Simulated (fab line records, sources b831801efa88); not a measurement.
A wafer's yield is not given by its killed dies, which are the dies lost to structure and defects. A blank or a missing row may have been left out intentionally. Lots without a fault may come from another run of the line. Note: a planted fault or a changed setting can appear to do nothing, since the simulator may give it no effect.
Which tool did it?    flow gf180mcu    14 lots with 42 wafers sampled at 3 steps, on a route of 602 steps

WHAT THE GAUGES READ, wafer by wafer
GF_POLY_GATE_THK_MEAS_17. Usual: POLY_GATE_OXIDATION_THK typically reads 4.00 nm, with standard deviation 0.08.
lot   measured      on             POLY_GATE_OXIDATION_THK (nm)  flag
L985  day 9 07:33   film-metro-02  4.08 4.06 3.95                
L986  day 9 13:39   film-metro-02  3.96 3.92 3.97                
L988  day 10 01:14  film-metro-03  3.82 3.89 3.80                
L989  day 10 09:15  film-metro-04  4.01 3.88 3.99                
L990  day 10 18:41  film-metro-02  4.09 4.08 4.06                
L991  day 11 01:09  film-metro-03  4.02 4.09 4.05                
L994  day 11 22:08  film-metro-02  3.97 4.06 4.08                
L995  day 12 07:14  film-metro-02  4.00 4.02 4.02                
L996  day 12 12:35  film-metro-02  4.04 4.01 4.07                
L102  day 14 05:46  film-metro-03  3.99 3.92 3.98                
L103  day 14 20:46  film-metro-02  3.95 3.98 3.95                
L105  day 15 08:21  film-metro-02  3.90 3.99 3.99                
L106  day 15 14:02  film-metro-03  4.01 3.87 3.93                
L107  day 15 23:02  film-metro-02  3.93 3.87 3.99                

GF_HV_LDD_TW_MEAS_11. Usual: HV_LDD_TW typically reads 2430, with standard deviation 12.
lot   measured      on             HV_LDD_TW       flag
L985  day 10 02:00  film-metro-04  2424 2438 2423  
L986  day 10 08:04  film-metro-04  2436 2440 2450  
L988  day 10 19:52  film-metro-03  2428 2415 2437  
L989  day 11 04:19  film-metro-01  2434 2443 2435  
L990  day 11 12:59  film-metro-03  2410 2410 2404  
L991  day 11 19:56  film-metro-01  2446 2437 2442  
L994  day 12 17:27  film-metro-04  2415 2425 2417  
L995  day 13 02:50  film-metro-01  2438 2435 2438  
L996  day 13 09:01  film-metro-03  2438 2431 2416  
L102  day 15 03:19  film-metro-04  2425 2430 2426  
L103  day 15 18:36  film-metro-01  2423 2434 2424  
L105  day 16 06:08  film-metro-01  2415 2422 2421  
L106  day 16 12:37  film-metro-03  2420 2424 2402  
L107  day 16 21:26  film-metro-03  2412 2426 2419  

GF_HV_LDD_OVL_MEAS_20. Usual: HV_LDD_01_OVL typically reads 0.6 nm, with standard deviation 1.2.
lot   measured      on          HV_LDD_01_OVL (nm)  flag
L985  day 10 19:53  overlay-01  0.8 1.2 2.0         
L986  day 11 00:55  overlay-01  0.0 1.1 0.8         
L988  day 11 14:46  overlay-02  0.0 1.0 2.6         
L989  day 11 23:20  overlay-02  2.3 0.0 0.3         
L990  day 12 08:14  overlay-02  -1.7 -0.9 2.0       
L991  day 12 15:17  overlay-01  0.4 1.2 -0.8        
L994  day 13 14:20  overlay-02  0.6 -0.6 1.6        
L995  day 13 22:55  overlay-01  -1.0 -1.3 1.2       
L996  day 14 05:08  overlay-01  0.4 -0.7 -0.7       
L102  day 16 01:44  overlay-02  1.0 1.0 0.9         
L103  day 16 16:34  overlay-01  2.2 0.1 -1.6        
L105  day 17 04:21  overlay-02  0.0 1.5 1.8         
L106  day 17 10:22  overlay-02  0.2 0.7 -0.8        
L107  day 17 21:05  overlay-01  0.2 -0.4 -0.9       

WHICH TOOL RAN EACH LOT (tool, then ch and the chambers of the sampled wafers, then the start)
No process step before these readings appears in the record.

AS READ BY THE TOOLS THEMSELVES (means over the sampled wafers that have a number; for cases with no such wafer, the mark the record gives instead)
The record holds no such reading with a usual standard deviation.

THE ANSWER, worked out from the rows above alone
Rule: take the mean of a lot's wafers that have a number; if it is more than 3 standard deviations from the usual mean, the lot is off. A lot without any number at a reading at which 4 lots or more have one is off too. Where the step has rows for the other lots, those lots are counted as sound. First the gauges in route order, then the tools' own readings, where a lot's mean is used as printed above. The first step at which some lot is off is used, and at that step the reading that is off furthest; a lot without a number counts as furthest.
Nothing can be told from this: no lot is off at any reading shown.

WHAT THE SIMULATOR HAD INSERTED
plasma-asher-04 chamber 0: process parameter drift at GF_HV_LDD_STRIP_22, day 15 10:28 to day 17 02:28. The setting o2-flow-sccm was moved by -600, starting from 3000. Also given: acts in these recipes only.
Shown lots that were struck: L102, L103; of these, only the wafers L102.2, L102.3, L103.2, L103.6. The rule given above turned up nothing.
